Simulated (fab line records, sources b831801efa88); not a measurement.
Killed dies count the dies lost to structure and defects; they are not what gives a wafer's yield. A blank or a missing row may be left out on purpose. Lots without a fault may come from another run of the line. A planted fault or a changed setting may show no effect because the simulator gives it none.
Chamber matching / flow gf180mcu / cmp-02 running GF_V5_CMP_04: 4 sister chambers
The step polishes SiO2. 4 wafers are shown with their chamber, then 9 later ones without.

== WAFERS WITH THEIR CHAMBER ==
wafer=L649.5; chamber=2; motorCurrentA (A)=10.9
wafer=L650.1; chamber=3; motorCurrentA (A)=11.5
wafer=L650.3; chamber=1; motorCurrentA (A)=12.7
wafer=L650.4; chamber=0; motorCurrentA (A)=11.8

== WAFERS WITH NO CHAMBER GIVEN ==
wafer=L654.1; motorCurrentA (A)=11.5
wafer=L654.3; motorCurrentA (A)=11.0
wafer=L654.6; motorCurrentA (A)=11.3
wafer=L656.3; motorCurrentA (A)=11.4
wafer=L656.4; motorCurrentA (A)=11.5
wafer=L656.5; motorCurrentA (A)=11.3
wafer=L659.2; motorCurrentA (A)=11.7
wafer=L659.5; motorCurrentA (A)=11.0
wafer=L659.6; motorCurrentA (A)=11.0

== CHAMBER TAKEN BY EACH ==
wafer=L654.1; from the rows above=3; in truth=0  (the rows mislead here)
wafer=L654.3; from the rows above=2; in truth=2
wafer=L654.6; from the rows above=can't be placed: 3 or 2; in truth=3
wafer=L656.3; from the rows above=3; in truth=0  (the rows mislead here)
wafer=L656.4; from the rows above=3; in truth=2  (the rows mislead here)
wafer=L656.5; from the rows above=can't be placed: 3 or 2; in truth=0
wafer=L659.2; from the rows above=can't be placed: 0 or 3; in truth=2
wafer=L659.5; from the rows above=2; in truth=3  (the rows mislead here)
wafer=L659.6; from the rows above=2; in truth=2
Correctly placed: 2 of 9. Cannot be placed on the basis of these rows: 3; the candidates contain the true chamber in 1. Number placed wrongly: 4.
How it was worked out, from the rows above alone: a wafer's distance from a chamber is the root of the sum, over the readings, of the square of ((its reading less the chamber's mean) divided by the reading's scatter). The wafer belongs to the nearest chamber; if the next one is less than 2 further off, it can't be placed. A chamber's mean is the mean of its shown wafers. The scatter (one wafer shown for each chamber): square how far every hidden wafer sits from the nearest shown wafer, average those squares and take the square root.
